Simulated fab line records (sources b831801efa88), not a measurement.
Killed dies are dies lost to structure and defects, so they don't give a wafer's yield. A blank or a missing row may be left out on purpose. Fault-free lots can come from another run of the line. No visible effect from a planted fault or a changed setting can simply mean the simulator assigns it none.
What tool caused it? || flow sky130 || 42 wafers from 14 lots sampled at 4 of the route's 708 steps

WHAT THE GAUGES READ, wafer by wafer
SKY_CAP2M_RS_MEAS_03: measures by four-point-probe. Usual: CAP2M_TIN_RS gives 6.94 ohm/sq (standard deviation 0.091).
{"lot": "L829", "measured": "day 39 23:44", "on": "filmMetro-04", "CAP2M_TIN_RS (ohm/sq)": "7.10 6.94 6.80", "flag": ""}
{"lot": "L833", "measured": "day 40 23:37", "on": "filmMetro-02", "CAP2M_TIN_RS (ohm/sq)": "7.07 7.07 6.98", "flag": ""}
{"lot": "L834", "measured": "day 41 12:56", "on": "filmMetro-04", "CAP2M_TIN_RS (ohm/sq)": "7.09 7.10 7.09", "flag": ""}
{"lot": "L835", "measured": "day 41 21:38", "on": "filmMetro-01", "CAP2M_TIN_RS (ohm/sq)": "6.95 6.95 6.94", "flag": ""}
{"lot": "L837", "measured": "day 42 12:09", "on": "filmMetro-02", "CAP2M_TIN_RS (ohm/sq)": "6.74 6.87 6.89", "flag": ""}
{"lot": "L838", "measured": "day 42 13:51", "on": "filmMetro-04", "CAP2M_TIN_RS (ohm/sq)": "6.86 6.84 6.80", "flag": ""}
{"lot": "L839", "measured": "day 42 23:56", "on": "filmMetro-02", "CAP2M_TIN_RS (ohm/sq)": "6.91 6.95 7.00", "flag": ""}
{"lot": "L840", "measured": "day 43 02:29", "on": "filmMetro-04", "CAP2M_TIN_RS (ohm/sq)": "7.05 7.00 7.03", "flag": ""}
{"lot": "L841", "measured": "day 43 06:58", "on": "filmMetro-02", "CAP2M_TIN_RS (ohm/sq)": "6.94 6.90 6.87", "flag": ""}
{"lot": "L842", "measured": "day 43 14:33", "on": "filmMetro-04", "CAP2M_TIN_RS (ohm/sq)": "6.72 6.81 6.97", "flag": ""}
{"lot": "L843", "measured": "day 44 02:09", "on": "filmMetro-01", "CAP2M_TIN_RS (ohm/sq)": "6.92 6.79 6.91", "flag": ""}
{"lot": "L847", "measured": "day 44 19:43", "on": "filmMetro-01", "CAP2M_TIN_RS (ohm/sq)": "7.07 6.94 6.94", "flag": ""}
{"lot": "L848", "measured": "day 45 01:22", "on": "filmMetro-04", "CAP2M_TIN_RS (ohm/sq)": "6.81 6.91 6.93", "flag": ""}
{"lot": "L851", "measured": "day 46 04:04", "on": "filmMetro-02", "CAP2M_TIN_RS (ohm/sq)": "6.84 6.87 6.93", "flag": ""}

SKY_METAL5_THK_MEAS_06: measures by xrf. Usual: METAL5_ALCU_THK gives 1166 nm (standard deviation 20).
{"lot": "L829", "measured": "day 43 02:34", "on": "filmMetro-03", "METAL5_ALCU_THK (nm)": "1171 1184 1182", "flag": ""}
{"lot": "L833", "measured": "day 44 01:49", "on": "filmMetro-01", "METAL5_ALCU_THK (nm)": "1164 1189 1186", "flag": ""}
{"lot": "L834", "measured": "day 44 16:20", "on": "filmMetro-01", "METAL5_ALCU_THK (nm)": "1164 1169 1164", "flag": ""}
{"lot": "L835", "measured": "day 44 23:09", "on": "filmMetro-01", "METAL5_ALCU_THK (nm)": "1173 1165 1169", "flag": ""}
{"lot": "L837", "measured": "day 45 13:57", "on": "filmMetro-01", "METAL5_ALCU_THK (nm)": "1150 1187 1139", "flag": ""}
{"lot": "L838", "measured": "day 45 14:51", "on": "filmMetro-02", "METAL5_ALCU_THK (nm)": "1159 1138 1196", "flag": ""}
{"lot": "L839", "measured": "day 45 22:19", "on": "filmMetro-01", "METAL5_ALCU_THK (nm)": "1177 1186 1159", "flag": ""}
{"lot": "L840", "measured": "day 45 22:38", "on": "filmMetro-03", "METAL5_ALCU_THK (nm)": "1174 1194 1197", "flag": ""}
{"lot": "L841", "measured": "day 46 04:18", "on": "filmMetro-01", "METAL5_ALCU_THK (nm)": "1123 1159 1142", "flag": ""}
{"lot": "L842", "measured": "day 46 12:16", "on": "filmMetro-01", "METAL5_ALCU_THK (nm)": "1162 1150 1184", "flag": ""}
{"lot": "L843", "measured": "day 46 22:19", "on": "filmMetro-02", "METAL5_ALCU_THK (nm)": "1181 1150 1155", "flag": ""}
{"lot": "L847", "measured": "day 47 13:47", "on": "filmMetro-01", "METAL5_ALCU_THK (nm)": "1165 1130 1176", "flag": ""}
{"lot": "L848", "measured": "day 47 19:29", "on": "filmMetro-03", "METAL5_ALCU_THK (nm)": "1170 1163 1134", "flag": ""}
{"lot": "L851", "measured": "day 48 18:59", "on": "filmMetro-01", "METAL5_ALCU_THK (nm)": "1158 1146 1169", "flag": ""}

WHICH TOOL RAN EACH LOT (tool, then ch and the chambers of the sampled wafers, then the start)
{"lot": "L829", "SKY_LOCAL_INTERCONNECT_SPUTTER_00": "pvdSputter-03, day 29 12:37", "SKY_VIA4_SPUTTER_17": "pvdSputter-01, day 43 01:31"}
{"lot": "L833", "SKY_LOCAL_INTERCONNECT_SPUTTER_00": "pvdSputter-03, day 30 16:28", "SKY_VIA4_SPUTTER_17": "pvdSputter-02, day 44 00:29"}
{"lot": "L834", "SKY_LOCAL_INTERCONNECT_SPUTTER_00": "pvdSputter-02, day 31 06:04", "SKY_VIA4_SPUTTER_17": "pvdSputter-01, day 44 12:17"}
{"lot": "L835", "SKY_LOCAL_INTERCONNECT_SPUTTER_00": "pvdSputter-02, day 31 16:25", "SKY_VIA4_SPUTTER_17": "pvdSputter-04, day 44 22:04"}
{"lot": "L837", "SKY_LOCAL_INTERCONNECT_SPUTTER_00": "pvdSputter-01, day 32 08:52", "SKY_VIA4_SPUTTER_17": "pvdSputter-02, day 45 12:52"}
{"lot": "L838", "SKY_LOCAL_INTERCONNECT_SPUTTER_00": "pvdSputter-03, day 32 12:05", "SKY_VIA4_SPUTTER_17": "pvdSputter-04, day 45 13:41"}
{"lot": "L839", "SKY_LOCAL_INTERCONNECT_SPUTTER_00": "pvdSputter-03, day 32 21:36", "SKY_VIA4_SPUTTER_17": "pvdSputter-02, day 45 21:20"}
{"lot": "L840", "SKY_LOCAL_INTERCONNECT_SPUTTER_00": "pvdSputter-02, day 33 01:04", "SKY_VIA4_SPUTTER_17": "pvdSputter-01, day 45 21:28"}
{"lot": "L841", "SKY_LOCAL_INTERCONNECT_SPUTTER_00": "pvdSputter-03, day 33 07:52", "SKY_VIA4_SPUTTER_17": "pvdSputter-04, day 46 03:10"}
{"lot": "L842", "SKY_LOCAL_INTERCONNECT_SPUTTER_00": "pvdSputter-03, day 33 17:10", "SKY_VIA4_SPUTTER_17": "pvdSputter-04, day 46 10:59"}
{"lot": "L843", "SKY_LOCAL_INTERCONNECT_SPUTTER_00": "pvdSputter-01, day 34 04:25", "SKY_VIA4_SPUTTER_17": "pvdSputter-04, day 46 21:20"}
{"lot": "L847", "SKY_LOCAL_INTERCONNECT_SPUTTER_00": "pvdSputter-03, day 35 00:56", "SKY_VIA4_SPUTTER_17": "pvdSputter-01, day 47 12:46"}
{"lot": "L848", "SKY_LOCAL_INTERCONNECT_SPUTTER_00": "pvdSputter-03, day 35 09:38", "SKY_VIA4_SPUTTER_17": "pvdSputter-02, day 47 18:31"}
{"lot": "L851", "SKY_LOCAL_INTERCONNECT_SPUTTER_00": "pvdSputter-03, day 36 17:40", "SKY_VIA4_SPUTTER_17": "pvdSputter-02, day 48 17:59"}
- SKY_LOCAL_INTERCONNECT_SPUTTER_00: material TiN, target thk 100 nm, time 83.3 s.
- SKY_VIA4_SPUTTER_17: material TiN, target thk 20 nm, time 80 s.

WHAT THE TOOLS THEMSELVES READ (means of the sampled wafers that have a number; where no wafer has one, the mark that the record gives instead)
SKY_LOCAL_INTERCONNECT_SPUTTER_00. Usual: throttleValvePct 30.3 %, standard deviation 1.3.
{"lot": "L829", "tool": "pvdSputter-03", "throttleValvePct (%)": 29.9, "flag": ""}
{"lot": "L833", "tool": "pvdSputter-03", "throttleValvePct (%)": 30.0, "flag": ""}
{"lot": "L834", "tool": "pvdSputter-02", "throttleValvePct (%)": 29.7, "flag": ""}
{"lot": "L835", "tool": "pvdSputter-02", "throttleValvePct (%)": 30.2, "flag": ""}
{"lot": "L837", "tool": "pvdSputter-01", "throttleValvePct (%)": 29.6, "flag": ""}
{"lot": "L838", "tool": "pvdSputter-03", "throttleValvePct (%)": 29.9, "flag": ""}
{"lot": "L839", "tool": "pvdSputter-03", "throttleValvePct (%)": 30.2, "flag": ""}
{"lot": "L840", "tool": "pvdSputter-02", "throttleValvePct (%)": 31.2, "flag": ""}
{"lot": "L841", "tool": "pvdSputter-03", "throttleValvePct (%)": 29.9, "flag": ""}
{"lot": "L842", "tool": "pvdSputter-03", "throttleValvePct (%)": 29.8, "flag": ""}
{"lot": "L843", "tool": "pvdSputter-01", "throttleValvePct (%)": 30.2, "flag": ""}
{"lot": "L847", "tool": "pvdSputter-03", "throttleValvePct (%)": 30.0, "flag": ""}
{"lot": "L848", "tool": "pvdSputter-03", "throttleValvePct (%)": 29.7, "flag": ""}
{"lot": "L851", "tool": "pvdSputter-03", "throttleValvePct (%)": 30.2, "flag": ""}

SKY_VIA4_SPUTTER_17. Usual: throttleValvePct 29.9 %, standard deviation 1.3.
{"lot": "L829", "tool": "pvdSputter-01", "throttleValvePct (%)": 30.3, "flag": ""}
{"lot": "L833", "tool": "pvdSputter-02", "throttleValvePct (%)": 30.9, "flag": ""}
{"lot": "L834", "tool": "pvdSputter-01", "throttleValvePct (%)": 29.5, "flag": ""}
{"lot": "L835", "tool": "pvdSputter-04", "throttleValvePct (%)": 29.6, "flag": ""}
{"lot": "L837", "tool": "pvdSputter-02", "throttleValvePct (%)": 30.9, "flag": ""}
{"lot": "L838", "tool": "pvdSputter-04", "throttleValvePct (%)": 29.8, "flag": ""}
{"lot": "L839", "tool": "pvdSputter-02", "throttleValvePct (%)": 29.7, "flag": ""}
{"lot": "L840", "tool": "pvdSputter-01", "throttleValvePct (%)": 30.4, "flag": ""}
{"lot": "L841", "tool": "pvdSputter-04", "throttleValvePct (%)": 30.2, "flag": ""}
{"lot": "L842", "tool": "pvdSputter-04", "throttleValvePct (%)": 29.1, "flag": ""}
{"lot": "L843", "tool": "pvdSputter-04", "throttleValvePct (%)": 30.0, "flag": ""}
{"lot": "L847", "tool": "pvdSputter-01", "throttleValvePct (%)": 30.3, "flag": ""}
{"lot": "L848", "tool": "pvdSputter-02", "throttleValvePct (%)": 29.8, "flag": ""}
{"lot": "L851", "tool": "pvdSputter-02", "throttleValvePct (%)": 30.4, "flag": ""}

THE ANSWER, worked out from the rows above alone
Rule: take the mean of a lot's wafers that have a number; if it is more than 3 standard deviations from the usual mean, the lot is off. Also off: a lot with no number at a reading for which 4 or more lots have one. The other lots that the step has rows for count as sound. After the gauges, taken in route order, come the tools' own readings; for these a lot's mean is taken, as printed above. The first step at which some lot is off is used, and at that step the reading that is off furthest; a lot without a number counts as furthest.
Across all readings shown, no lot is off: no conclusion can be drawn from this.

WHAT THE SIMULATOR HAD INSERTED
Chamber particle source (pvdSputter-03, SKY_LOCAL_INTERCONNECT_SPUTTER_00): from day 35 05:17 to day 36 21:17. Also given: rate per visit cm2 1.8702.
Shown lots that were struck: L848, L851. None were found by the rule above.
